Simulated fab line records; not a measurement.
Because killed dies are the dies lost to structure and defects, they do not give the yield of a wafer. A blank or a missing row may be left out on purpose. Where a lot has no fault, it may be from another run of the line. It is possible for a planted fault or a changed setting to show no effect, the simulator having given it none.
Problem report in the 8D (eight disciplines) form, filled by code || flow gf180mcu || the parts of the form that need people (team, actions taken, sign-off) are left out

== 1. WHAT IS WRONG ==
Wafers free of any fault read 299 nm (standard deviation 3.1) for CONTACT_CVD_00_THK at GF_CONTACT_THK_MEAS_01, against a mean of 148 nm on 5 wafers of 3 lots. That is -49 standard deviations from the usual mean.
The first sign was on wafer L551.3 at day 17 20:34, on filmMetro-03. At this step, 39 wafers from 13 lots have a number in the record. Rule for "out" (also "out of limits"): further than 4 standard deviations from the usual mean. All remaining wafers that have a number are taken as sound.

== 2. WHAT IT IS, AND WHAT IT ISN'T ==
{"question": "which readings at this step", "is": "CONTACT_CVD_00_THK", "is not": "-"}
{"question": "which lots", "is": "L551, L553, L554", "is not": "L544, L545, L546, L549, L552, L559, L564, L565, L566, L567"}
{"question": "which wafers of those lots", "is": "L551.3, L551.5, L553.4, L553.5, L554.5", "is not": "L551.4, L553.3, L554.2, L554.6"}
{"question": "read on which gauges", "is": "filmMetro-02, filmMetro-03, filmMetro-04", "is not": "-"}
{"question": "when", "is": "from day 17 20:34", "is not": "up to then (13 sound wafers); but 21 sound wafers of L552, L553, L554, L559, L564, L565, L566, L567 came after"}

== 3. WHAT RULES OUT EACH SUSPECT ==
Counting: a tool at a process step up to the reading stays a suspect if it ran every lot that is out. Sound lots after the first of them don't rule it out here, since some wafers of a struck lot are sound.
- the gauge at GF_CONTACT_THK_MEAS_01 is ruled out. Those wafers that are out were read across 3 gauges (filmMetro-02, filmMetro-03, filmMetro-04).
- hdpcvd-02 at GF_CONTACT_CVD_00 (deposits SiO2, target thk 300 nm, time 50 s): kept. Ran every lot that is out, first one L551 (day 17 20:30); last sound lot up to then L549 (day 17 10:35). Its own readings are out on those wafers: sih4FlowSccm.
- Within hdpcvd-02 at GF_CONTACT_CVD_00, the wafers that are out were processed in chamber 0 and their sound lot-mates in chamber 2.
Remaining after the count: hdpcvd-02 at GF_CONTACT_CVD_00.

== 4. THE CAUSE (what the simulator had put in) ==
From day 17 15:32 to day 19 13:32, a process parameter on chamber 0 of hdpcvd-02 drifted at GF_CONTACT_CVD_00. Setting sih4FlowSccm shifted by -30 from 60. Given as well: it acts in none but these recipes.
After counting, this tool was the only one left.

== 5. THE CHAIN OF EFFECTS, in route order ==
One row per reading whose mean, taken over the struck wafers that have a number, lies over 3 standard deviations from the usual. Only readings whose record carries a usual standard deviation are examined. hours: median over the lots of the time between each lot's start at the first step of this table that gives one and its start at this step. sigmas: the change, counted in usual standard deviations.
{"hours": 0, "step": "GF_CONTACT_CVD_00", "reading": "sih4FlowSccm", "usual": "60.01 sccm", "on struck wafers": 30.12, "change": -29.89, "sigmas": "-99 or more"}
{"hours": 0, "step": "GF_CONTACT_THK_MEAS_01", "reading": "CONTACT_CVD_00_THK", "usual": "299 nm", "on struck wafers": 148, "change": -151, "sigmas": -49}
{"hours": "-", "step": "GF_CONTACT_ETCH_17", "reading": "oesProductAu", "usual": "0.814 a.u.", "on struck wafers": 0.740, "change": -0.074, "sigmas": -14}
It contains these process steps:
- GF_CONTACT_CVD_00: deposits SiO2, target thk 300 nm, time 50 s.
- GF_CONTACT_ETCH_17: etches SiO2 in C4F8/O2/Ar, stops on CoSi2, target depth 860 nm.
Later measuring or inspecting steps at which every struck wafer that the step has a row for has a number for every such reading, and none has moved that far: GF_CONTACT_OVL_MEAS_15.

== 6. WHAT WOULD HAVE CAUGHT IT SOONER ==
The first out-of-limits reading at a measuring or inspecting step in this record came at day 17 20:34, 5 hours after the fault's start at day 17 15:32.
At GF_CONTACT_CVD_00, the tool's own readings (sih4FlowSccm) were out on each struck wafer the step has a row for, so an alarm limit on them would have fired on the first such wafer.
Lots out: 3; of these, L553, L554 started GF_CONTACT_CVD_00 on hdpcvd-02 after day 17 20:34. A hold on the tool at that time would have spared those 2.
